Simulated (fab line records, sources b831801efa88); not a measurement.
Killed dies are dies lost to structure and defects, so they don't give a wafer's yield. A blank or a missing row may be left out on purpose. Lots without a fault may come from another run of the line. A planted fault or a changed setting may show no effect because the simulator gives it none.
Chamber matching | flow sky130 | SKY_VIA1_ETCH_14 on rie_diel-03: 4 sister chambers
The step etches BARC in N2/H2, stops on SiO2, time 45.9 s, target depth 60 nm. 4 wafers are shown with their chamber, then 11 later ones without.

WAFERS WITH THEIR CHAMBER
wafer  | chamber | drypump_motor_current_A (A)
L082.3 | 1       | 5.7
L088.2 | 3       | 6.0
L088.5 | 2       | 5.7
L091.2 | 0       | 5.0

WAFERS WITHOUT THEIR CHAMBER
wafer  | drypump_motor_current_A (A)
L091.5 | 6.1
L091.6 | 5.0
L092.3 | 5.0
L092.4 | 5.6
L092.5 | 5.0
L095.1 | 5.7
L095.4 | 5.6
L095.5 | 5.7
L096.3 | 5.0
L096.4 | 6.0
L096.6 | 6.0

WHICH CHAMBER EACH WENT THROUGH
wafer  | from the rows above     | in truth
L091.5 | 3                       | 3
L091.6 | 0                       | 0
L092.3 | 0                       | 0
L092.4 | can't be placed: 1 or 2 | 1
L092.5 | 0                       | 0
L095.1 | can't be placed: 1 or 2 | 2
L095.4 | can't be placed: 1 or 2 | 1
L095.5 | can't be placed: 1 or 2 | 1
L096.3 | 0                       | 0
L096.4 | 3                       | 3
L096.6 | 3                       | 3
Placed correctly: 7 of 11. Can't be placed from these rows: 4 (the true chamber is among the candidates in 4). Placed wrongly: 0.
How it was worked out, from the rows above alone: a wafer's distance from a chamber is the root of the sum, over the readings, of the square of ((its reading less the chamber's mean) divided by the reading's scatter). The wafer belongs to the nearest chamber; if the next one is less than 2 further off, it can't be placed. A chamber's mean is the mean of its shown wafers. The scatter: with one shown wafer a chamber, the root of the mean of the squares of how far each hidden wafer lies from its nearest shown one.
